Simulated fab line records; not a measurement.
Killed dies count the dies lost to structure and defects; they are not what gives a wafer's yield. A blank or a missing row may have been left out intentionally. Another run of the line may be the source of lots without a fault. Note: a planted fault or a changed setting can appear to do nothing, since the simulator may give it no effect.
Matching of chambers + flow gf180mcu + cmp-01 running GF_V3_CMP_26: 4 sister chambers
The step polishes, stops on SiO2, t overpolish 15 s, target thk 0 nm. 8 wafers are shown with their chamber, then 7 later ones without.

WAFERS PAIRED WITH THEIR CHAMBERS
| wafer  | chamber | time-to-endpoint-s (s) | motor-current-A (A) |
|--------|---------|------------------------|---------------------|
| L356.6 | 1       | 78                     | 12.6                |
| L357.5 | 2       | 90                     | 11.1                |
| L357.6 | 3       | 87                     | 11.8                |
| L358.1 | 2       | 87                     | 11.2                |
| L358.2 | 1       | 78                     | 11.3                |
| L358.3 | 0       | 86                     | 11.4                |
| L360.1 | 3       | 88                     | 12.2                |
| L360.2 | 0       | 89                     | 10.9                |

WAFERS WHOSE CHAMBER IS MISSING
| wafer  | time-to-endpoint-s (s) | motor-current-A (A) |
|--------|------------------------|---------------------|
| L360.3 | 91                     | 11.6                |
| L361.2 | 82                     | 12.8                |
| L361.3 | 82                     | 11.6                |
| L361.5 | 84                     | 12.4                |
| L363.2 | 81                     | 11.9                |
| L363.3 | 82                     | 11.6                |
| L363.4 | 79                     | 12.6                |

THE CHAMBER EACH PASSED THROUGH
| wafer  | from the rows above               | in truth                   |
|--------|-----------------------------------|----------------------------|
| L360.3 | can't be placed: 2 or 3 or 0      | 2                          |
| L361.2 | can't be placed: 1 or 3 or 0      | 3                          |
| L361.3 | can't be placed: 1 or 3 or 0 or 2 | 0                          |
| L361.5 | can't be placed: 3 or 0 or 2 or 1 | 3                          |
| L363.2 | 1                                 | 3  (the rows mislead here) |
| L363.3 | can't be placed: 1 or 3 or 0 or 2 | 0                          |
| L363.4 | 1                                 | 1                          |
Placed correctly: 1 of 7. From these rows, 5 cannot be placed; in 5 the true chamber is one of the candidates. Placed wrongly: 1.
How it was worked out, from the rows above alone: a wafer's distance from a chamber is the root of the sum, over the readings, of the square of ((its reading less the chamber's mean) divided by the reading's scatter). The wafer belongs to the nearest chamber; if the next one is less than 2 further off, it can't be placed. Each chamber's mean is taken over the wafers shown for it. The scatter: the root of (the sum of the squares of (reading less its chamber's mean) over the shown wafers, divided by (wafers less chambers)).
